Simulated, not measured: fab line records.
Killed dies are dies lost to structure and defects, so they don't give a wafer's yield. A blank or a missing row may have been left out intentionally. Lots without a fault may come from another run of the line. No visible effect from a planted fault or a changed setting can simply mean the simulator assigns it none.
fab line records	flow gf180mcu
record: lots: 24	wafers: 72	last-day: 34
route steps=602 shown M4@456 MIM@507 PASSIVATION@588
lots with no fault: from the same line, run without faults
start-h: hours from the record's first day to the start of the lot's first wafer shown	wait-h: hours from the lot's prior step to this one	" as in the row above	L1.1+2: a row that stands for several wafers	- no value, or no start given	* or withheld: withheld	< > ~ a bound
route shown NAME@n: NAME is a module with steps in the file, n the number in the route of the first one	usual: average and standard deviation across the fault-free wafers	same: alike in all rows	chamber/n: place in a boat	sites: readings site by site	_std_site: standard deviation across them	_edge_site: outer sites' mean less inner sites'	radius-mm: how far each site lies from the wafer's centre	mask NAME#n: copy n	behind: the last tool/chamber to shape the wafer	hold: the reason the lot was held/the length of the hold in hours/how it ended	device: names the non-switching transistor (n, p or np)	end of line: at the end of the route, the tests of the same wafers	where a step has no rows: the recipe by itself	killed: dies that structure and defects cost at the first sort, which is not the same as the wafer's yield	map: the dies of a wafer, with x for killed, . for not killed, _ for no die there
set.NAME: the setting the step ran with; set.NAME@STEP: the setting that earlier step ran with	model.NAME: the simulator's own value behind a step, which no gauge read
the route's steps for a sample of lots (tables are steps, rows are wafers)
services: from which hour (start-h, from the record's first day; less than 0 if before it) a tool's chamber was out of use, for how many hours, and why
== steps ==
step: GF_M4_SPUTTER_00
recipe: material: Ti	target-thk-nm: 37.5	arriving-ion-energy-ev: 80	substrate-temp-c: 200	chamber-pressure-pa: 2	power-w: 4000	time-s: 150
usual: chamber-pressure-pa: 1.999/0.0037	throttle-valve-pct: 29.4/1
lot.wafer	tool	chamber	start-h	wait-h	chamber-pressure-pa	throttle-valve-pct
L074.2	pvd-sputter-03	-	505.40	0.1	1.995	30.1
L074.4	"	-	"	"	2.002	30.3
L074.6	"	-	"	"	1.997	30.3
L075.2	pvd-sputter-04	-	520.86	0.1	1.996	28.6
L075.3	"	-	"	"	2.000	30.9
L075.6	"	-	"	"	1.993	31.0
L076.1	pvd-sputter-02	-	522.91	0.1	1.994	29.2
L076.2	"	-	"	"	1.999	29.7
L076.5	"	-	"	"	2.002	27.7
L077.1	pvd-sputter-02	-	534.20	0.2	2.004	27.7
L077.4	"	-	"	"	2.005	29.6
L077.6	"	-	"	"	2.002	29.9
L078.3	pvd-sputter-03	-	545.66	0.2	2.003	30.5
L078.4	"	-	"	"	1.998	30.6
L078.6	"	-	"	"	1.998	30.3
L079.3	pvd-sputter-03	-	554.82	0.1	1.996	30.2
L079.5	"	-	"	"	1.994	30.0
L079.6	"	-	"	"	1.999	30.5
L080.3	pvd-sputter-04	-	559.70	0.1	1.994	30.8
L080.4	"	-	"	"	1.994	28.1
L080.6	"	-	"	"	1.997	28.6
L081.2	pvd-sputter-04	-	575.51	0.2	1.999	28.6
L081.5	"	-	"	"	1.998	28.5
L081.6	"	-	"	"	2.002	27.7
L082.1	pvd-sputter-02	-	575.81	0.1	1.997	29.1
L082.2	"	-	"	"	2.000	29.0
L082.5	"	-	"	"	1.999	30.2
L083.2	pvd-sputter-02	-	589.60	0.1	2.002	28.8
L083.3	"	-	"	"	2.000	29.5
L083.4	"	-	"	"	1.996	27.7
L084.1	pvd-sputter-02	-	596.40	0.2	2.006	29.9
L084.3	"	-	"	"	2.003	29.5
L084.5	"	-	"	"	2.000	29.0
L085.1	pvd-sputter-03	-	609.75	0.2	1.995	30.0
L085.2	"	-	"	"	1.998	30.5
L085.5	"	-	"	"	1.997	30.0
L086.3	pvd-sputter-02	-	610.82	0.2	1.998	29.3
L086.4	"	-	"	"	2.004	27.8
L086.5	"	-	"	"	1.996	29.4
L087.1	pvd-sputter-03	-	624.01	0.2	2.001	30.0
L087.3	"	-	"	"	2.001	30.3
L087.5	"	-	"	"	1.994	30.7
L088.1	pvd-sputter-03	-	631.45	0.1	2.000	30.0
L088.4	"	-	"	"	2.000	30.2
L088.6	"	-	"	"	1.996	30.3
L089.1	pvd-sputter-04	-	641.13	0.2	2.003	28.7
L089.5	"	-	"	"	2.003	31.0
L089.6	"	-	"	"	1.996	27.9
L090.2	pvd-sputter-04	-	654.96	0.2	2.005	28.3
L090.3	"	-	"	"	2.000	31.2
L090.5	"	-	"	"	2.005	28.6
L091.2	pvd-sputter-02	-	663.30	0.2	1.997	29.1
L091.4	"	-	"	"	1.999	29.3
L091.6	"	-	"	"	1.998	30.1
L092.2	pvd-sputter-03	-	669.93	0.2	1.994	30.2
L092.4	"	-	"	"	1.992	29.9
L092.6	"	-	"	"	1.996	30.1
L093.3	pvd-sputter-02	-	671.24	0.1	2.005	27.9
L093.4	"	-	"	"	2.005	29.3
L093.6	"	-	"	"	2.002	29.2
L094.2	pvd-sputter-04	-	675.54	0.1	1.995	28.6
L094.4	"	-	"	"	2.001	28.6
L094.5	"	-	"	"	1.998	31.2
L095.1	pvd-sputter-04	-	678.31	0.1	2.001	28.5
L095.2	"	-	"	"	2.001	28.8
L095.3	"	-	"	"	1.999	31.1
L096.4	pvd-sputter-04	-	685.51	0.2	1.998	28.6
L096.5	"	-	"	"	1.993	27.8
L096.6	"	-	"	"	1.999	28.5
L097.1	pvd-sputter-04	-	694.09	0.1	2.006	28.1
L097.3	"	-	"	"	1.998	31.0
L097.5	"	-	"	"	2.003	31.0
step: GF_M4_SPUTTER_04
recipe: material: TiN	target-thk-nm: 50	power-w: 6500	time-s: 42.9	chamber-pressure-pa: 0.4
usual: chamber-pressure-pa: 0.3999/0.00086	throttle-valve-pct: 29.4/1
lot.wafer	tool	chamber	start-h	wait-h	chamber-pressure-pa	throttle-valve-pct
L074.2	pvd-sputter-03	-	505.58	0.0	0.3993	30.4
L074.4	"	-	"	"	0.4007	30.1
L074.6	"	-	"	"	0.4002	30.3
L075.2	pvd-sputter-04	-	521.05	0.0	0.3996	28.2
L075.3	"	-	"	"	0.3997	30.8
L075.6	"	-	"	"	0.4003	31.2
L076.1	pvd-sputter-02	-	523.09	0.0	0.3989	29.2
L076.2	"	-	"	"	0.3981	29.8
L076.5	"	-	"	"	0.3988	27.9
L077.1	pvd-sputter-02	-	534.38	0.0	0.3994	27.9
L077.4	"	-	"	"	0.4022	29.4
L077.6	"	-	"	"	0.3999	30.1
L078.3	pvd-sputter-03	-	545.84	0.0	0.4005	30.3
L078.4	"	-	"	"	0.4015	30.3
L078.6	"	-	"	"	0.3991	29.9
L079.3	pvd-sputter-03	-	555.01	0.0	0.3999	30.1
L079.5	"	-	"	"	0.3996	30.5
L079.6	"	-	"	"	0.4000	30.4
L080.3	pvd-sputter-04	-	559.88	0.0	0.3995	30.9
L080.4	"	-	"	"	0.4011	27.8
L080.6	"	-	"	"	0.3995	28.5
L081.2	pvd-sputter-04	-	575.69	0.0	0.3999	28.4
L081.5	"	-	"	"	0.4002	28.5
L081.6	"	-	"	"	0.3984	27.9
L082.1	pvd-sputter-02	-	575.99	0.0	0.3993	29.2
L082.2	"	-	"	"	0.4012	29.0
L082.5	"	-	"	"	0.4006	30.3
L083.2	pvd-sputter-02	-	589.78	0.0	0.3988	29.1
L083.3	"	-	"	"	0.3998	29.6
L083.4	"	-	"	"	0.4010	28.0
L084.1	pvd-sputter-02	-	596.58	0.0	0.4009	30.0
L084.3	"	-	"	"	0.3993	29.3
L084.5	"	-	"	"	0.4025	29.0
L085.1	pvd-sputter-03	-	609.93	0.0	0.4000	30.2
L085.2	"	-	"	"	0.4005	30.5
L085.5	"	-	"	"	0.4006	30.1
L086.3	pvd-sputter-02	-	611.00	0.0	0.4007	29.5
L086.4	"	-	"	"	0.4011	27.7
L086.5	"	-	"	"	0.4005	29.1
L087.1	pvd-sputter-03	-	624.19	0.0	0.4009	30.1
L087.3	"	-	"	"	0.4016	30.1
L087.5	"	-	"	"	0.3998	30.4
L088.1	pvd-sputter-03	-	631.63	0.0	0.4005	30.0
L088.4	"	-	"	"	0.4009	30.0
L088.6	"	-	"	"	0.4012	29.9
L089.1	pvd-sputter-04	-	641.31	0.0	0.3986	28.4
L089.5	"	-	"	"	0.4003	31.2
L089.6	"	-	"	"	0.3994	28.0
L090.2	pvd-sputter-04	-	655.14	0.0	0.3987	28.5
L090.3	"	-	"	"	0.4001	31.2
L090.5	"	-	"	"	0.4004	28.3
L091.2	pvd-sputter-02	-	663.48	0.0	0.4013	29.2
L091.4	"	-	"	"	0.4001	29.1
L091.6	"	-	"	"	0.4002	30.2
L092.2	pvd-sputter-03	-	670.11	0.0	0.3998	30.1
L092.4	"	-	"	"	0.4008	30.1
L092.6	"	-	"	"	0.4008	30.5
L093.3	pvd-sputter-02	-	671.42	0.0	0.3980	27.9
L093.4	"	-	"	"	0.3991	29.1
L093.6	"	-	"	"	0.4013	29.1
L094.2	pvd-sputter-04	-	675.74	0.0	0.4004	28.8
L094.4	"	-	"	"	0.3990	28.4
L094.5	"	-	"	"	0.4019	31.0
L095.1	pvd-sputter-04	-	678.49	0.0	0.3990	28.6
L095.2	"	-	"	"	0.4007	28.5
L095.3	"	-	"	"	0.4006	31.1
L096.4	pvd-sputter-04	-	685.69	0.0	0.3980	28.4
L096.5	"	-	"	"	0.4005	27.9
L096.6	"	-	"	"	0.3985	28.4
L097.1	pvd-sputter-04	-	694.27	0.0	0.4009	27.9
L097.3	"	-	"	"	0.3997	30.8
L097.5	"	-	"	"	0.4005	30.8
step: GF_M4_OVL_MEAS_15
usual: M4_OVL: 0/5.6
lot.wafer	tool	chamber	start-h	wait-h	M4_OVL[nm]
L074.2	overlay-02	-	528.02	0.1	6
L074.4	"	-	"	"	1
L074.6	"	-	"	"	0
L075.2	overlay-02	-	543.89	0.1	-1
L075.3	"	-	"	"	-2
L075.6	"	-	"	"	2
L076.1	overlay-01	-	545.53	0.1	-5
L076.2	"	-	"	"	0
L076.5	"	-	"	"	3
L077.1	overlay-02	-	556.88	0.1	6
L077.4	"	-	"	"	9
L077.6	"	-	"	"	11
L078.3	overlay-02	-	567.65	0.1	0
L078.4	"	-	"	"	7
L078.6	"	-	"	"	2
L079.3	overlay-01	-	576.35	0.1	-5
L079.5	"	-	"	"	-12
L079.6	"	-	"	"	-8
L080.3	overlay-02	-	581.20	0.1	8
L080.4	"	-	"	"	9
L080.6	"	-	"	"	3
L081.2	overlay-02	-	596.69	0.1	3
L081.5	"	-	"	"	-2
L081.6	"	-	"	"	9
L082.1	overlay-01	-	597.33	0.1	-12
L082.2	"	-	"	"	-8
L082.5	"	-	"	"	-7
L083.2	overlay-02	-	611.24	0.1	3
L083.3	"	-	"	"	0
L083.4	"	-	"	"	4
L084.1	overlay-01	-	616.93	0.1	-5
L084.3	"	-	"	"	-4
L084.5	"	-	"	"	-8
L085.1	overlay-02	-	630.36	0.1	-6
L085.2	"	-	"	"	1
L085.5	"	-	"	"	-4
L086.3	overlay-01	-	631.50	0.1	0
L086.4	"	-	"	"	-5
L086.5	"	-	"	"	3
L087.1	overlay-02	-	644.03	0.1	-5
L087.3	"	-	"	"	6
L087.5	"	-	"	"	4
L088.1	overlay-01	-	650.33	0.1	-5
L088.4	"	-	"	"	-4
L088.6	"	-	"	"	-4
L089.1	overlay-01	-	660.38	0.1	10
L089.5	"	-	"	"	10
L089.6	"	-	"	"	0
L090.2	overlay-02	-	674.24	0.1	-1
L090.3	"	-	"	"	4
L090.5	"	-	"	"	-7
L091.2	overlay-01	-	682.99	0.1	1
L091.4	"	-	"	"	-5
L091.6	"	-	"	"	-2
L092.2	overlay-02	-	688.74	0.1	1
L092.4	"	-	"	"	8
L092.6	"	-	"	"	-4
L093.3	overlay-02	-	690.67	0.1	-1
L093.4	"	-	"	"	-3
L093.6	"	-	"	"	-1
L094.2	overlay-02	-	694.09	0.1	-7
L094.4	"	-	"	"	-5
L094.5	"	-	"	"	-4
L095.1	overlay-01	-	697.01	0.1	-1
L095.2	"	-	"	"	2
L095.3	"	-	"	"	2
L096.4	overlay-01	-	704.05	0.1	4
L096.5	"	-	"	"	8
L096.6	"	-	"	"	7
L097.1	overlay-02	-	713.06	0.1	-8
L097.3	"	-	"	"	-6
L097.5	"	-	"	"	-1
step: GF_MIM_SPUTTER_04
recipe: material: TiN	target-thk-nm: 50	power-w: 6500	time-s: 41.7	chamber-pressure-pa: 0.4
usual: chamber-pressure-pa: 0.3999/0.00082	throttle-valve-pct: 29.5/1.1
lot.wafer	tool	chamber	start-h	wait-h	chamber-pressure-pa	throttle-valve-pct
L074.2	pvd-sputter-02	-	553.24	0.0	0.3984	29.3
L074.4	"	-	"	"	0.4004	27.7
L074.6	"	-	"	"	0.4003	29.2
L075.2	pvd-sputter-02	-	568.36	0.0	0.3999	30.2
L075.3	"	-	"	"	0.4012	29.3
L075.6	"	-	"	"	0.3994	29.8
L076.1	pvd-sputter-02	-	570.49	0.0	0.3997	29.6
L076.2	"	-	"	"	0.3995	30.2
L076.5	"	-	"	"	0.3999	27.9
L077.1	pvd-sputter-01	-	582.14	0.0	0.4010	28.6
L077.4	"	-	"	"	0.4002	28.9
L077.6	"	-	"	"	0.3988	30.8
L078.3	pvd-sputter-04	-	591.46	0.0	0.4000	30.9
L078.4	"	-	"	"	0.3993	28.7
L078.6	"	-	"	"	0.4005	28.0
L079.3	pvd-sputter-04	-	601.93	0.0	0.3999	28.9
L079.5	"	-	"	"	0.4012	28.3
L079.6	"	-	"	"	0.4003	28.5
L080.3	pvd-sputter-01	-	605.76	0.0	0.3998	28.4
L080.4	"	-	"	"	0.3985	31.0
L080.6	"	-	"	"	0.3988	28.5
L081.2	pvd-sputter-02	-	620.69	0.0	0.3991	29.4
L081.5	"	-	"	"	0.3998	29.5
L081.6	"	-	"	"	0.3995	30.1
L082.1	pvd-sputter-01	-	621.29	0.0	0.4015	30.4
L082.2	"	-	"	"	0.4004	29.2
L082.5	"	-	"	"	0.4011	30.5
L083.2	pvd-sputter-01	-	635.29	0.0	0.4012	30.7
L083.3	"	-	"	"	0.4005	31.0
L083.4	"	-	"	"	0.3994	28.8
L084.1	pvd-sputter-04	-	640.03	0.0	0.4000	28.6
L084.3	"	-	"	"	0.4010	28.0
L084.5	"	-	"	"	0.3998	31.0
L085.1	pvd-sputter-01	-	652.90	0.0	0.3994	30.9
L085.2	"	-	"	"	0.3994	29.0
L085.5	"	-	"	"	0.3996	30.8
L086.3	pvd-sputter-01	-	653.58	0.0	0.4013	28.8
L086.4	"	-	"	"	0.4001	30.8
L086.5	"	-	"	"	0.3998	30.9
L087.1	pvd-sputter-01	-	666.02	0.0	0.4006	28.9
L087.3	"	-	"	"	0.4004	31.2
L087.5	"	-	"	"	0.3989	30.6
L088.1	pvd-sputter-01	-	671.99	0.0	0.3989	29.1
L088.4	"	-	"	"	0.3994	30.8
L088.6	"	-	"	"	0.3978	31.1
L089.1	pvd-sputter-01	-	682.99	0.0	0.3998	28.7
L089.5	"	-	"	"	0.3992	30.5
L089.6	"	-	"	"	0.3999	28.8
L090.2	pvd-sputter-04	-	695.82	0.0	0.3991	28.5
L090.3	"	-	"	"	0.4002	31.0
L090.5	"	-	"	"	0.4001	30.9
L091.2	pvd-sputter-02	-	704.69	0.0	0.4007	29.7
L091.4	"	-	"	"	0.4015	28.8
L091.6	"	-	"	"	0.3996	27.9
L092.2	pvd-sputter-02	-	709.75	0.0	0.4002	30.2
L092.4	"	-	"	"	0.4009	29.5
L092.6	"	-	"	"	0.4016	30.1
L093.3	pvd-sputter-01	-	712.31	0.0	0.3997	28.9
L093.4	"	-	"	"	0.4003	30.9
L093.6	"	-	"	"	0.4012	31.2
L094.2	pvd-sputter-04	-	715.05	0.0	0.3998	28.6
L094.4	"	-	"	"	0.3996	28.6
L094.5	"	-	"	"	0.4004	27.8
L095.1	pvd-sputter-01	-	717.99	0.0	0.3986	28.8
L095.2	"	-	"	"	0.3983	31.1
L095.3	"	-	"	"	0.3993	28.7
L096.4	pvd-sputter-02	-	724.35	0.0	0.3996	30.0
L096.5	"	-	"	"	0.3996	29.5
L096.6	"	-	"	"	0.3998	30.3
L097.1	pvd-sputter-02	-	733.53	0.0	0.4005	30.1
L097.3	"	-	"	"	0.4006	29.3
L097.5	"	-	"	"	0.4016	29.0
step: GF_MIM_THK_MEAS_11
recipe: thk-meas-gauge: xrf	reads: AlCu_of_MIM_SPUTTER_08
usual: MIM_ALCU_THK: 199.3/2.2
lot.wafer	tool	chamber	start-h	wait-h	MIM_ALCU_THK[nm]
L074.2	film-metro-02	-	553.60	0.1	200.7
L074.4	"	-	"	"	202.0
L074.6	"	-	"	"	200.9
L075.2	film-metro-01	-	568.73	0.1	197.1
L075.3	"	-	"	"	199.8
L075.6	"	-	"	"	198.2
L076.1	film-metro-02	-	570.84	0.1	201.8
L076.2	"	-	"	"	197.0
L076.5	"	-	"	"	199.1
L077.1	film-metro-01	-	582.50	0.1	199.8
L077.4	"	-	"	"	196.9
L077.6	"	-	"	"	198.7
L078.3	film-metro-04	-	591.83	0.1	198.4
L078.4	"	-	"	"	201.8
L078.6	"	-	"	"	200.6
L079.3	film-metro-04	-	602.30	0.1	197.2
L079.5	"	-	"	"	197.7
L079.6	"	-	"	"	194.8
L080.3	film-metro-02	-	606.13	0.1	200.3
L080.4	"	-	"	"	202.1
L080.6	"	-	"	"	200.2
L081.2	film-metro-01	-	621.05	0.1	196.9
L081.5	"	-	"	"	196.1
L081.6	"	-	"	"	201.4
L082.1	film-metro-02	-	621.64	0.1	197.6
L082.2	"	-	"	"	200.2
L082.5	"	-	"	"	200.9
L083.2	film-metro-04	-	635.65	0.1	200.6
L083.3	"	-	"	"	198.8
L083.4	"	-	"	"	201.7
L084.1	film-metro-02	-	640.38	0.1	203.7
L084.3	"	-	"	"	200.2
L084.5	"	-	"	"	199.1
L085.1	film-metro-01	-	653.32	0.1	200.5
L085.2	"	-	"	"	201.8
L085.5	"	-	"	"	201.3
L086.3	film-metro-01	-	653.95	0.1	201.5
L086.4	"	-	"	"	201.2
L086.5	"	-	"	"	199.4
L087.1	film-metro-04	-	666.37	0.1	198.6
L087.3	"	-	"	"	196.0
L087.5	"	-	"	"	197.3
L088.1	film-metro-01	-	672.34	0.1	197.0
L088.4	"	-	"	"	200.8
L088.6	"	-	"	"	196.7
L089.1	film-metro-02	-	683.35	0.1	202.1
L089.5	"	-	"	"	199.4
L089.6	"	-	"	"	199.2
L090.2	film-metro-02	-	696.20	0.1	201.1
L090.3	"	-	"	"	204.2
L090.5	"	-	"	"	201.0
L091.2	film-metro-02	-	705.05	0.1	199.9
L091.4	"	-	"	"	200.6
L091.6	"	-	"	"	201.9
L092.2	film-metro-04	-	710.12	0.1	194.5
L092.4	"	-	"	"	196.2
L092.6	"	-	"	"	194.8
L093.3	film-metro-01	-	712.68	0.1	198.7
L093.4	"	-	"	"	198.2
L093.6	"	-	"	"	197.0
L094.2	film-metro-02	-	715.42	0.1	202.2
L094.4	"	-	"	"	199.1
L094.5	"	-	"	"	198.5
L095.1	film-metro-02	-	718.35	0.1	200.5
L095.2	"	-	"	"	202.7
L095.3	"	-	"	"	198.3
L096.4	film-metro-04	-	724.74	0.1	198.1
L096.5	"	-	"	"	196.6
L096.6	"	-	"	"	197.8
L097.1	film-metro-01	-	733.88	0.1	200.3
L097.3	"	-	"	"	199.8
L097.5	"	-	"	"	198.7
step: GF_PASSIVATION_THK_MEAS_01
recipe: reads: SiO2_of_PASSIVATION_CVD_00
usual: PASSIVATION_CVD_00_THK: 1001/14
lot.wafer	tool	chamber	start-h	wait-h	PASSIVATION_CVD_00_THK[nm]
L074.2	film-metro-03	-	643.11	0.0	976
L074.4	"	-	"	"	987
L074.6	"	-	"	"	996
L075.2	film-metro-03	-	655.07	0.1	1004
L075.3	"	-	"	"	1024
L075.6	"	-	"	"	1028
L076.1	film-metro-04	-	657.54	0.1	997
L076.2	"	-	"	"	990
L076.5	"	-	"	"	1011
L077.1	film-metro-04	-	667.78	0.0	1003
L077.4	"	-	"	"	1019
L077.6	"	-	"	"	1014
L078.3	film-metro-04	-	676.05	0.1	988
L078.4	"	-	"	"	1001
L078.6	"	-	"	"	1006
L079.3	film-metro-03	-	685.10	0.1	991
L079.5	"	-	"	"	1002
L079.6	"	-	"	"	1024
L080.3	film-metro-01	-	689.32	0.1	986
L080.4	"	-	"	"	1005
L080.6	"	-	"	"	998
L081.2	film-metro-03	-	702.34	0.0	987
L081.5	"	-	"	"	996
L081.6	"	-	"	"	1004
L082.1	film-metro-03	-	703.92	0.0	1008
L082.2	"	-	"	"	995
L082.5	"	-	"	"	1015
L083.2	film-metro-04	-	715.11	0.0	1007
L083.3	"	-	"	"	1011
L083.4	"	-	"	"	1028
L084.1	film-metro-01	-	717.85	0.0	998
L084.3	"	-	"	"	989
L084.5	"	-	"	"	1016
L085.1	film-metro-01	-	731.45	0.0	982
L085.2	"	-	"	"	983
L085.5	"	-	"	"	999
L086.3	film-metro-04	-	731.77	0.1	990
L086.4	"	-	"	"	1009
L086.5	"	-	"	"	999
L087.1	film-metro-03	-	741.11	0.0	983
L087.3	"	-	"	"	996
L087.5	"	-	"	"	992
L088.1	film-metro-04	-	748.10	0.0	995
L088.4	"	-	"	"	1004
L088.6	"	-	"	"	1006
L089.1	film-metro-04	-	756.79	0.0	992
L089.5	"	-	"	"	1009
L089.6	"	-	"	"	1040
L090.2	film-metro-01	-	769.39	0.0	969
L090.3	"	-	"	"	994
L090.5	"	-	"	"	1012
L091.2	film-metro-01	-	776.59	0.0	1011
L091.4	"	-	"	"	1020
L091.6	"	-	"	"	1015
L092.2	film-metro-01	-	780.34	0.0	994
L092.4	"	-	"	"	1012
L092.6	"	-	"	"	991
L093.3	film-metro-04	-	781.82	0.1	1001
L093.4	"	-	"	"	1011
L093.6	"	-	"	"	1014
L094.2	film-metro-03	-	784.33	0.0	998
L094.4	"	-	"	"	1004
L094.5	"	-	"	"	1016
L095.1	film-metro-04	-	791.50	0.0	1002
L095.2	"	-	"	"	1011
L095.3	"	-	"	"	1020
L096.4	film-metro-03	-	794.63	0.0	975
L096.5	"	-	"	"	975
L096.6	"	-	"	"	979
L097.1	film-metro-03	-	801.69	0.0	985
L097.3	"	-	"	"	1001
L097.5	"	-	"	"	1002
== services ==
tool	chamber	start-h	hours	kind
pvd-sputter-02	-	499.35	1.5	repair
pvd-sputter-01	-	515.26	2.6	repair
pvd-sputter-04	2	522.83	-	consumable-replace:kit
pvd-sputter-04	2	522.83	18.0	scheduled-down
pvd-sputter-04	2	522.83	18.0	vent-cycle
pvd-sputter-02	0	534.42	-	consumable-replace:kit
pvd-sputter-02	0	534.42	18.0	scheduled-down
pvd-sputter-02	0	534.42	18.0	vent-cycle
pvd-sputter-04	-	552.83	0.6	repair
pvd-sputter-04	-	579.72	5.8	repair
pvd-sputter-03	3	585.56	-	consumable-replace:kit
pvd-sputter-01	-	608.71	7.4	repair
pvd-sputter-04	-	618.03	2.0	repair
pvd-sputter-02	3	647.67	-	consumable-replace:kit
pvd-sputter-02	3	647.67	18.0	scheduled-down
pvd-sputter-02	3	647.67	18.0	vent-cycle
pvd-sputter-01	-	647.86	1.0	repair
pvd-sputter-04	1	652.82	-	consumable-replace:kit
pvd-sputter-04	1	652.82	18.0	scheduled-down
pvd-sputter-04	1	652.82	18.0	vent-cycle
pvd-sputter-02	-	666.11	0.9	repair
pvd-sputter-01	-	666.15	2.7	repair
pvd-sputter-02	-	697.17	0.5	repair
pvd-sputter-03	-	723.26	16.2	repair
== key ==
fault none
